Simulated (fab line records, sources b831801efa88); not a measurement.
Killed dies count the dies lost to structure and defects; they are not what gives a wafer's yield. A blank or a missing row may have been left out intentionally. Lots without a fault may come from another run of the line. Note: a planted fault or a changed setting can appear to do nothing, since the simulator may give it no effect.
Chamber matching | flow gf180mcu | cmp-02 running GF_STI_CMP_25: 4 sister chambers
The step polishes, stops on Si3N4, t overpolish 33 s, target thk 524.6 nm. 4 wafers are shown with their chamber, then 10 later ones without.

## WAFERS, EACH WITH ITS CHAMBER
wafer  | chamber | motorCurrentA (A)
L734.5 | 3       | 11.4
L734.6 | 0       | 11.6
L736.2 | 1       | 12.8
L736.4 | 2       | 12.3

## WAFERS MISSING THEIR CHAMBER
wafer  | motorCurrentA (A)
L736.5 | 13.4
L743.4 | 11.0
L743.5 | 11.7
L743.6 | 12.1
L744.1 | 11.6
L744.3 | 11.7
L744.6 | 12.9
L745.1 | 11.9
L745.3 | 11.6
L745.4 | 11.2

## CHAMBER TAKEN BY EACH
wafer  | from the rows above               | in truth
L736.5 | can't be placed: 1 or 2           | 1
L743.4 | can't be placed: 3 or 0           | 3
L743.5 | can't be placed: 0 or 3 or 2      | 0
L743.6 | can't be placed: 2 or 0 or 3 or 1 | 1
L744.1 | can't be placed: 0 or 3           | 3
L744.3 | can't be placed: 0 or 3 or 2      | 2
L744.6 | can't be placed: 1 or 2           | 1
L745.1 | can't be placed: 0 or 2 or 3      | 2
L745.3 | can't be placed: 0 or 3           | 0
L745.4 | can't be placed: 3 or 0           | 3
0 of 10 placed correctly. From these rows, 10 cannot be placed; in 10 the true chamber is one of the candidates. Number placed wrongly: 0.
How it was worked out, from the rows above alone: a wafer's distance from a chamber is the root of the sum, over the readings, of the square of ((its reading less the chamber's mean) divided by the reading's scatter). If the next closest chamber is less than 2 further off than the closest, the wafer can't be placed; otherwise it belongs to the closest. The mean given for a chamber averages the wafers shown for that chamber. The scatter: with one shown wafer a chamber, the root of the mean of the squares of how far each hidden wafer lies from its nearest shown one.
